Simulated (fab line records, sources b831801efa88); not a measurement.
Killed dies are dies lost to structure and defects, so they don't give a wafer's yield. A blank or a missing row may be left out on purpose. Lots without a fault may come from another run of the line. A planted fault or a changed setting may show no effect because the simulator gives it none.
fab line records | flow sky130 | part 1 of 2: steps 1 to 42 of 43
record lots=6 wafers=18 last_day=49
route steps=708 shown METAL4@623 VIA4@639 METAL5@661 PAD_OPEN@708
lots that met no fault: from a run of the same line without faults
start_h: hours from the record's first day to the start of the lot's first wafer shown | wait_h: hours since the lot's step before | " the same as in the row above | L1.1+2: a row that stands for several wafers | - no value, or no start given | * or withheld: withheld | < > ~ a bound
route shown NAME@n: a module of which the file shows steps, and the number in the route of the first | usual: mean/standard deviation of fault-free wafers | same: alike in all rows | chamber/n: place in a boat | sites: the reading at each site | _std_site: their standard deviation | _edge_site: outer sites' mean less inner sites' | radius_mm: how far each site lies from the wafer's centre | mask NAME#n: copy n | behind: the tool/chamber that last shaped the wafer | hold: why the lot was held/for how many hours/how that ended | device: the transistor (n, p or np) that didn't switch | end of line: the same wafers' tests at the end of the route | a step without rows: its recipe alone | killed: dies lost to structure and defects at the first sort, not the wafer's yield | map: a wafer's dies, x killed, . not, _ none there
set.NAME: the setting as run; set.NAME@STEP: as run at that earlier step | model.NAME: the simulator's own value behind a step, which no gauge read
lots at some steps of the route; a table a step, a row a wafer
services: from which hour (start_h, from the record's first day; less than 0 if before it) a tool's chamber was out of use, for how many hours, and why
## steps
# step SKY_METAL4_COAT_07
# recipe resist=BARC temp_c=withheld time_s=withheld spin_rpm=3000 resist_thk_nm=60
# step SKY_METAL4_COAT_08
# recipe resist=KrF-thick spin_rpm=3000 resist_thk_nm=1140
# step SKY_METAL4_SOFTBAKE_09
# recipe temp_c=100 time_s=90 resist=KrF-thick
# step SKY_METAL4_EXPOSE_10
# recipe mask_id=MM4 na=0.68 source_shape=annular sigma_inner=0.4 sigma_outer=0.8 target_cd_nm=300 dose_mj=28
# step SKY_METAL4_PEB_11
# recipe peb_temp_c=withheld peb_time_s=withheld resist=KrF-thick
# step SKY_METAL4_DEVELOP_12
# recipe develop_time_s=60 resist=KrF-thick dev_temp_c=21
# step SKY_METAL4_CD_MEAS_13
# recipe target_cd_nm=300
# usual cd_nm=300.1/1.4
# columns lot.wafer tool chamber start_h wait_h cd_nm
L801.4 cd_sem-02 - 1002.33 - 301.3
L801.5 " - " " 300.6
L801.6 " - " " 299.1
L803.1 cd_sem-02 - 1011.07 - 302.9
L803.2 " - " " 300.0
L803.3 " - " " 301.1
L806.1 cd_sem-01 - 1041.01 - 300.9
L806.2 " - " " 301.4
L806.6 " - " " 300.4
L809.1 cd_sem-01 - 1052.29 - 298.6
L809.2 " - " " 297.9
L809.6 " - " " 297.3
L813.3 cd_sem-01 - 1079.50 - 301.6
L813.5 " - " " 303.0
L813.6 " - " " 303.3
L817.2 cd_sem-01 - 1089.23 - 299.3
L817.3 " - " " 299.7
L817.4 " - " " 301.2
# step SKY_METAL4_OVL_MEAS_14
# usual METAL4_OVL=-1/6.4
# columns lot.wafer tool chamber start_h wait_h METAL4_OVL[nm]
L801.4 overlay-02 - 1002.40 0.1 -5
L801.5 " - " " -10
L801.6 " - " " -10
L803.1 overlay-01 - 1011.19 0.1 3
L803.2 " - " " 5
L803.3 " - " " 8
L806.1 overlay-01 - 1041.13 0.1 -10
L806.2 " - " " -14
L806.6 " - " " -17
L809.1 overlay-02 - 1052.41 0.1 2
L809.2 " - " " 2
L809.6 " - " " 5
L813.3 overlay-02 - 1079.59 0.1 3
L813.5 " - " " 0
L813.6 " - " " 1
L817.2 overlay-02 - 1089.34 0.1 0
L817.3 " - " " 10
L817.4 " - " " 5
# step SKY_METAL4_DESCUM_15
# recipe chemistry=O2 source_power_w=150 bias_power_w=0 pressure_mtorr=10 temp_c=40 time_s=8
# step SKY_METAL4_ETCH_16
# recipe chemistry=N2/H2 target=BARC ion_energy_ev=200 bias_w=100 pressure_mtorr=30 n2_flow_sccm=100 h2_flow_sccm=200 icp_w=500 stop_on=SiO2 time_s=88.2 target_depth_a=600
# usual drypump_motor_current_A=5.8/0.61 oes_product_au=0.626/0.0048 rf_fwd_power_W=496.8/1.6 throttle_valve_pct=13.206/0.011
# columns lot.wafer tool chamber start_h wait_h drypump_motor_current_A oes_product_au rf_fwd_power_W rf_hours_counter_h throttle_valve_pct
L801.4 rie_metal-01 1 1002.49 0.0 6.3 0.624 497.1 - 13.210
L801.5 " 0 " " 6.5 0.627 495.1 - 13.205
L801.6 " 1 " " 6.3 0.627 495.7 - 13.201
L803.1 rie_metal-03 1 1011.25 0.0 5.1 0.633 495.6 9 13.215
L803.2 " 0 " " 6.4 0.622 496.2 8 13.207
L803.3 " 0 " " 6.4 0.626 495.8 - 13.216
L806.1 rie_metal-01 1 1041.20 0.0 6.3 0.629 499.1 10 13.213
L806.2 " 0 " " 6.5 0.635 496.6 22 13.194
L806.6 " 1 " " 6.2 0.618 496.8 - 13.199
L809.1 rie_metal-02 0 1052.47 0.0 4.9 0.616 496.3 16 13.181
L809.2 " 1 " " 5.7 0.626 497.2 16 13.225
L809.6 " 0 " " 4.9 0.630 495.7 - 13.206
L813.3 rie_metal-03 0 1079.68 0.0 6.4 0.630 499.0 - 13.227
L813.5 " 1 " " 5.1 0.623 497.4 - 13.200
L813.6 " 0 " " 6.4 0.619 497.0 - 13.205
L817.2 rie_metal-02 0 1089.40 0.0 4.9 0.631 497.7 19 13.206
L817.3 " 1 " " 5.8 0.624 500.2 - 13.183
L817.4 " 0 " " 4.9 0.628 498.2 - 13.214
# step SKY_METAL4_ETCH_17
# recipe target=SiO2 stop_on=TiN chemistry=C4F8/O2/Ar source_w=1500 bias_w=1200 pressure_mtorr=40 c4f8_flow_sccm=withheld O2_flow_sccm=6 Ar_flow_sccm=300 time_s=3.9 target_depth_a=150
# step SKY_METAL4_METAL_ETCH_18
# recipe target_depth_a=8450 stop_on=SiO2 over_etch_frac=0.3 time_s=183.1 chemistry=Cl2/BCl3 resist_sidewall_deg=88 pressure_mtorr=10 icp_w=900 bias_w=48.5 Cl2_flow_sccm=60 bcl3_flow_sccm=30
# usual drypump_motor_current_A=5.8/0.63 oes_product_au=0.864/0.0065 rf_fwd_power_W=896.7/2.7 throttle_valve_pct=22.265/0.0096
# columns lot.wafer tool chamber start_h wait_h drypump_motor_current_A oes_product_au rf_fwd_power_W rf_hours_counter_h throttle_valve_pct
L801.4 rie_metal-03 0 1002.63 0.1 6.3 0.862 896.3 - 22.257
L801.5 " 0 " " 6.3 0.858 895.5 - 22.260
L801.6 " 1 " " 5.2 0.857 892.0 - 22.246
L803.1 rie_metal-02 0 1011.37 0.0 4.9 0.874 899.1 13 22.251
L803.2 " 0 " " 4.9 0.875 900.2 - 22.265
L803.3 " 0 " " 4.9 0.863 899.7 - 22.271
L806.1 rie_metal-03 1 1041.32 0.0 5.2 0.867 897.2 11 22.247
L806.2 " 0 " " 6.4 0.870 903.7 10 22.268
L806.6 " 1 " " 5.2 0.869 901.5 - 22.252
L809.1 rie_metal-03 1 1052.59 0.0 5.2 0.860 901.0 12 22.272
L809.2 " 0 " " 6.3 0.856 897.9 10 22.267
L809.6 " 1 " " 5.2 0.858 897.7 - 22.264
L813.3 rie_metal-02 0 1079.83 0.1 4.9 0.854 896.1 - 22.259
L813.5 " 0 " " 4.9 0.859 901.1 - 22.259
L813.6 " 1 " " 5.7 0.859 899.4 - 22.247
L817.2 rie_metal-01 1 1089.58 0.1 6.3 0.865 895.1 - 22.268
L817.3 " 1 " " 6.3 0.875 892.2 - 22.262
L817.4 " 1 " " 6.2 0.863 896.2 - 22.253
# step SKY_METAL4_STRIP_19
# recipe chemistry=O2/N2 power_w=1400 pressure_mtorr=1500 platen_temp_c=withheld o2_flow_sccm=3000 n2_flow_sccm=300 overash_fraction=0.5
# usual drypump_motor_current_A=5.5/0.36 oes_product_au=0.501/0.005 strip_time_to_endpoint_s=6.51/0.07
# columns lot.wafer tool chamber start_h wait_h drypump_motor_current_A oes_product_au rf_hours_counter_h strip_time_to_endpoint_s
L801.4 plasma_asher-03 0 1002.78 0.1 5.3 0.502 - 6.43
L801.5 " 0 " " 5.3 0.492 - 6.40
L801.6 " 1 " " 5.4 0.492 - 6.47
L803.1 plasma_asher-01 1 1011.73 0.3 5.3 0.496 91 6.57
L803.2 " 0 " " 5.4 0.507 91 6.51
L803.3 " 0 " " 5.3 0.507 - 6.52
L806.1 plasma_asher-02 0 1041.49 0.1 6.4 0.501 31 6.60
L806.2 " 1 " " 5.4 0.503 31 6.49
L806.6 " 1 " " 5.3 0.507 - 6.65
L809.1 plasma_asher-01 1 1052.77 0.1 5.3 0.496 95 6.61
L809.2 " 0 " " 5.4 0.498 95 6.54
L809.6 " 1 " " 5.3 0.503 - 6.64
L813.3 plasma_asher-01 0 1079.98 0.1 5.4 0.503 - 6.57
L813.5 " 0 " " 5.4 0.499 - 6.55
L813.6 " 1 " " 5.3 0.495 - 6.50
L817.2 plasma_asher-03 0 1089.87 0.2 5.3 0.507 64 6.51
L817.3 " 0 " " 5.3 0.505 - 6.51
L817.4 " 1 " " 5.4 0.499 - 6.47
# step SKY_METAL4_STRIP_20
# recipe chemistry=post_etch_residue_remover time_s=1200 temp_c=72.5
# step SKY_METAL4_CLEAN_21
# recipe chemistry=IPA time_s=180 temp_c=25
# step SKY_METAL4_CLEAN_22
# recipe chemistry=O3/DIW dry=n2_spin
# step SKY_VIA4_HDPCVD_00
# recipe material=SiO2 target_thk_nm=1750 sigma_open_frac=0.3 time_s=291.7 temp_c=400 sih4_flow_sccm=60 pressure_mtorr=6
# step SKY_VIA4_THK_MEAS_01
# recipe reads=SiO2_of_VIA4_HDPCVD_00
# usual VIA4_HDPCVD_THK=1752/14
# columns lot.wafer tool chamber start_h wait_h VIA4_HDPCVD_THK[nm]
L801.4 film_metro-02 - 1003.59 0.0 1781
L801.5 " - " " 1762
L801.6 " - " " 1731
L803.1 film_metro-03 - 1012.50 0.1 1746
L803.2 " - " " 1737
L803.3 " - " " 1780
L806.1 film_metro-04 - 1042.27 0.1 1755
L806.2 " - " " 1760
L806.6 " - " " 1741
L809.1 film_metro-03 - 1053.55 0.1 1741
L809.2 " - " " 1761
L809.6 " - " " 1753
L813.3 film_metro-03 - 1080.74 0.1 1762
L813.5 " - " " 1726
L813.6 " - " " 1745
L817.2 film_metro-02 - 1090.65 0.1 1770
L817.3 " - " " 1750
L817.4 " - " " 1748
# step SKY_VIA4_CMP_02
# recipe material=SiO2 down_force_psi=4 platen_rpm=60 pad_velocity_m_s=0.94248
# step SKY_VIA4_BOW_MEAS_03
# recipe mode=bow
# usual VIA4_BOW=81/9
# columns lot.wafer tool chamber start_h wait_h VIA4_BOW[um]
L801.4 film_metro-02 - 1003.98 0.3 86
L801.5 " - " " 85
L801.6 " - " " 86
L803.1 film_metro-03 - 1012.86 0.1 71
L803.2 " - " " 82
L803.3 " - " " 78
L806.1 film_metro-04 - 1042.63 0.2 85
L806.2 " - " " 88
L806.6 " - " " 99
L809.1 film_metro-03 - 1053.91 0.1 72
L809.2 " - " " 64
L809.6 " - " " 67
L813.3 film_metro-03 - 1081.12 0.1 81
L813.5 " - " " 76
L813.6 " - " " 91
L817.2 film_metro-03 - 1091.02 0.1 93
L817.3 " - " " 90
L817.4 " - " " 77
# step SKY_VIA4_DEHYDRATE_04
# recipe temp_c=200 time_s=60
# step SKY_VIA4_HMDS_05
# recipe prime_time_s=60 prime_temp_c=120
# step SKY_VIA4_COAT_06
# recipe resist=NOVOLAK spin_rpm=3000 resist_thk_nm=1140
# step SKY_VIA4_SOFTBAKE_07
# recipe temp_c=90 time_s=60 resist=NOVOLAK
# step SKY_VIA4_EXPOSE_08
# recipe mask_id=VIM4 na=0.6 source_shape=conventional sigma_outer=0.6 polarization=unpolarized target_cd_nm=800 dose_mj=132
# step SKY_VIA4_PEB_09
# recipe temp_c=withheld time_s=* resist=NOVOLAK
# step SKY_VIA4_DEVELOP_10
# recipe resist=NOVOLAK developer=TMAH develop_time_s=60 dev_temp_c=23
# step SKY_VIA4_OVL_MEAS_11
# usual VIA4_OVL=0.3/1.4
# columns lot.wafer tool chamber start_h wait_h VIA4_OVL[nm]
L801.4 overlay-01 - 1026.13 0.1 -1.0
L801.5 " - " " 1.0
L801.6 " - " " -2.2
L803.1 overlay-01 - 1034.81 0.1 0.6
L803.2 " - " " 0.2
L803.3 " - " " -0.1
L806.1 overlay-02 - 1063.44 0.1 1.8
L806.2 " - " " 1.0
L806.6 " - " " 3.1
L809.1 overlay-01 - 1075.14 0.1 -0.9
L809.2 " - " " -1.0
L809.6 " - " " 1.3
L813.3 overlay-02 - 1102.30 0.1 0.2
L813.5 " - " " 0.3
L813.6 " - " " 0.1
L817.2 overlay-02 - 1111.49 0.1 -0.9
L817.3 " - " " 1.2
L817.4 " - " " -0.1
# step SKY_VIA4_ETCH_12
# recipe target=SiO2 chemistry=C4F8/O2/Ar stop_on=TiN mask_material=NOVOLAK source_w=1500 bias_w=1200 pressure_mtorr=40 c4f8_flow_sccm=withheld O2_flow_sccm=6 Ar_flow_sccm=300 time_s=withheld target_depth_a=5800
# usual oes_product_au=0.926/0.0043 rf_fwd_power_W=1490/5.3
# columns lot.wafer tool chamber start_h wait_h oes_product_au rf_fwd_power_W
L801.4 rie_diel-04 2 1026.15 0.0 0.925 1495
L801.5 " 2 " " 0.924 1480
L801.6 " 1 " " 0.924 1490
L803.1 rie_diel-02 0 1034.85 0.0 0.925 1494
L803.2 " 2 " " 0.930 1490
L803.3 " 3 " " 0.926 1485
L806.1 rie_diel-04 3 1063.47 0.0 0.933 1487
L806.2 " 2 " " 0.926 1482
L806.6 " 3 " " 0.934 1493
L809.1 rie_diel-01 1 1075.17 0.0 0.920 1492
L809.2 " 2 " " 0.929 1491
L809.6 " 0 " " 0.926 1494
L813.3 rie_diel-01 1 1102.32 0.0 0.932 1488
L813.5 " 2 " " 0.929 1496
L813.6 " 3 " " 0.927 1491
L817.2 rie_diel-02 2 1111.52 0.0 0.923 1493
L817.3 " 1 " " 0.930 1499
L817.4 " 0 " " 0.925 1492
# step SKY_VIA4_STRIP_13
# recipe chemistry=O2/N2 power_w=1400 pressure_mtorr=1500 platen_temp_c=withheld o2_flow_sccm=3000 n2_flow_sccm=300 overash_fraction=0.5
# step SKY_VIA4_STRIP_14
# recipe chemistry=post_etch_residue_remover time_s=1200 temp_c=72.5
# step SKY_VIA4_CLEAN_15
# recipe chemistry=IPA time_s=180 temp_c=25
# step SKY_VIA4_CLEAN_16
# recipe chemistry=O3/DIW dry=n2_spin
# step SKY_VIA4_SPUTTER_17
# recipe material=TiN target_thk_nm=20 chamber_pressure_pa=5 power_w=4000 time_s=80
# step SKY_VIA4_CVD_18
# recipe material=W target_thk_nm=505 time_s=152.14 temp_c=400 pressure_torr=40
# step SKY_VIA4_RS_MEAS_19
# recipe thk_meas_gauge=four-point-probe reads=W_of_VIA4_CVD_18+TiN_of_VIA4_SPUTTER_17
# usual VIA4_W_RS=0.228/0.0046
# columns lot.wafer tool chamber start_h wait_h VIA4_W_RS[ohm/sq]
L801.4 film_metro-04 - 1027.12 0.1 0.218
L801.5 " - " " 0.217
L801.6 " - " " 0.226
L803.1 film_metro-02 - 1035.84 0.1 0.223
L803.2 " - " " 0.228
L803.3 " - " " 0.229
L806.1 film_metro-02 - 1064.39 0.1 0.233
L806.2 " - " " 0.227
L806.6 " - " " 0.231
L809.1 film_metro-03 - 1076.05 0.1 0.226
L809.2 " - " " 0.219
L809.6 " - " " 0.217
L813.3 film_metro-03 - 1103.24 0.1 0.227
L813.5 " - " " 0.228
L813.6 " - " " 0.228
L817.2 film_metro-03 - 1112.42 0.1 0.233
L817.3 " - " " 0.231
L817.4 " - " " 0.231
# step SKY_VIA4_THK_MEAS_20
# recipe thk_meas_gauge=xrf reads=W_of_VIA4_CVD_18
# usual VIA4_W_THK=511/11
# columns lot.wafer tool chamber start_h wait_h VIA4_W_THK[nm]
L801.4 film_metro-04 - 1027.21 0.1 526
L801.5 " - " " 528
L801.6 " - " " 512
L803.1 film_metro-02 - 1035.96 0.1 527
L803.2 " - " " 514
L803.3 " - " " 510
L806.1 film_metro-02 - 1064.51 0.1 504
L806.2 " - " " 515
L806.6 " - " " 512
L809.1 film_metro-03 - 1076.17 0.1 514
L809.2 " - " " 534
L809.6 " - " " 539
L813.3 film_metro-03 - 1103.34 0.1 515
L813.5 " - " " 509
L813.6 " - " " 510
L817.2 film_metro-03 - 1112.53 0.1 506
L817.3 " - " " 507
L817.4 " - " " 509
# step SKY_VIA4_CMP_21
# recipe stop_on=SiO2 t_overpolish_s=25 down_force_psi=3.5 platen_rpm=60 target_thk_nm=0 pad_velocity_m_s=0.94248
# step SKY_METAL5_SPUTTER_00
# recipe material=Ti target_thk_nm=15 power_w=3000 time_s=10 chamber_pressure_pa=0.4
# step SKY_METAL5_SPUTTER_01
# recipe material=TiN target_thk_nm=20 power_w=6500 time_s=16.7 chamber_pressure_pa=0.4
# usual throttle_valve_pct=30.2/0.7
# columns lot.wafer tool chamber start_h wait_h throttle_valve_pct
L801.4 pvd_sputter-02 - 1027.57 0.0 28.8
L801.5 " - " " 30.6
L801.6 " - " " 28.8
L803.1 pvd_sputter-03 - 1036.47 0.0 30.8
L803.2 " - " " 29.6
L803.3 " - " " 31.8
L806.1 pvd_sputter-01 - 1064.89 0.0 30.5
L806.2 " - " " 30.7
L806.6 " - " " 29.3
L809.1 pvd_sputter-01 - 1076.55 0.0 29.4
L809.2 " - " " 30.6
L809.6 " - " " 30.4
L813.3 pvd_sputter-02 - 1103.70 0.0 30.2
L813.5 " - " " 30.6
L813.6 " - " " 29.4
L817.2 pvd_sputter-01 - 1113.37 0.0 30.7
L817.3 " - " " 30.5
L817.4 " - " " 30.5
# step SKY_METAL5_SPUTTER_02
# recipe material=AlCu target_thk_nm=1150 power_w=10600 time_s=61.2 chamber_pressure_pa=0.4
# usual throttle_valve_pct=30.2/0.7
# columns lot.wafer tool chamber start_h wait_h throttle_valve_pct
L801.4 pvd_sputter-02 - 1027.59 0.0 29.0
L801.5 " - " " 30.3
L801.6 " - " " 29.2
L803.1 pvd_sputter-03 - 1036.50 0.0 30.6
L803.2 " - " " 29.7
L803.3 " - " " 31.9
L806.1 pvd_sputter-01 - 1064.92 0.0 30.4
L806.2 " - " " 30.9
L806.6 " - " " 29.4
L809.1 pvd_sputter-01 - 1076.58 0.0 29.6
L809.2 " - " " 30.9
L809.6 " - " " 30.5
L813.3 pvd_sputter-02 - 1103.73 0.0 29.9
L813.5 " - " " 30.6
L813.6 " - " " 29.3
L817.2 pvd_sputter-01 - 1113.40 0.0 30.9
L817.3 " - " " 30.4
L817.4 " - " " 30.3
# step SKY_METAL5_SPUTTER_03
# recipe material=Ti target_thk_nm=5 power_w=3000 time_s=3.3 chamber_pressure_pa=0.4
